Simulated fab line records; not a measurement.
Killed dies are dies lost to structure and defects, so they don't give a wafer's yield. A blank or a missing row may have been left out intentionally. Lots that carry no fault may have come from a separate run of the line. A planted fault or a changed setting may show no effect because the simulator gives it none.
Chamber matching    flow gf180mcu    4 sister chambers for GF_V4_CMP_26 on cmp-01
The step polishes, stops on SiO2, t overpolish 15 s, target thk 0 nm. 18 wafers are shown with their chamber, then 9 later ones without.

## WAFERS, EACH WITH ITS CHAMBER
wafer   chamber  motor current A (A)  time to endpoint s (s)  retaining ring pressure frac
L280.2  3        11.4                 87                      1.007
L280.3  1        10.7                 87                      0.999
L280.6  3        11.1                 86                      1.007
L282.1  0        11.2                 92                      0.998
L282.2  3        11.4                 91                      0.997
L282.6  1        10.7                 88                      0.997
L290.1  2        10.7                 90                      0.999
L290.4  0        10.9                 87                      0.997
L290.5  3        11.4                 85                      0.996
L291.1  1        10.8                 83                      0.995
L291.5  2        11.2                 92                      0.999
L291.6  3        12.0                 84                      1.006
L294.4  0        10.9                 85                      1.002
L294.5  1        10.5                 84                      1.002
L294.6  0        11.4                 85                      1.007
L295.3  3        11.4                 83                      1.010
L295.5  1        10.7                 86                      1.001
L295.6  2        11.0                 92                      1.005

SIGNATURES, as means of the wafers listed above
reading                       chamber 0  chamber 1  chamber 2  chamber 3  scatter within a chamber
motor current A               11.100     10.680     10.967     11.450     0.237
time to endpoint s            87.25      85.60      91.33      86.00      2.57
retaining ring pressure frac  1.00100    0.99880    1.00100    1.00383    0.00455
Rule: for a wafer and a chamber, the distance is found by dividing, reading by reading, the gap between the wafer's reading and the chamber's mean by the reading's scatter, squaring, summing and taking the root. If the next closest chamber is less than 2 further off than the closest, the wafer can't be placed; otherwise it belongs to the closest. The scatter: the root of (the sum of the squares of (reading less its chamber's mean) over the shown wafers, divided by (wafers less chambers)).

## WAFERS WHOSE CHAMBER IS MISSING
wafer   motor current A (A)  time to endpoint s (s)  retaining ring pressure frac
L298.1  10.3                 87                      0.991
L298.3  10.9                 84                      1.000
L298.4  11.3                 84                      0.989
L301.4  11.0                 83                      1.005
L301.5  11.5                 88                      0.990
L301.6  11.5                 80                      1.000
L302.2  11.2                 82                      0.997
L302.4  11.0                 88                      1.005
L302.5  11.0                 88                      0.998

## THE CHAMBER EACH PASSED THROUGH
wafer   from the rows above                in truth
L298.1  can't be placed: 1 or 2 or 0       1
L298.3  can't be placed: 1 or 0 or 3 or 2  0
L298.4  can't be placed: 0 or 3 or 1 or 2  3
L301.4  can't be placed: 0 or 1 or 3 or 2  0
L301.5  can't be placed: 0 or 3 or 2 or 1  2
L301.6  can't be placed: 3 or 0 or 1       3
L302.2  can't be placed: 0 or 3 or 1 or 2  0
L302.4  can't be placed: 0 or 2 or 3 or 1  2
L302.5  can't be placed: 0 or 2 or 1 or 3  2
Placed correctly: 0 of 9. Cannot be placed on the basis of these rows: 9; the candidates contain the true chamber in 9. Placed wrongly: 0.
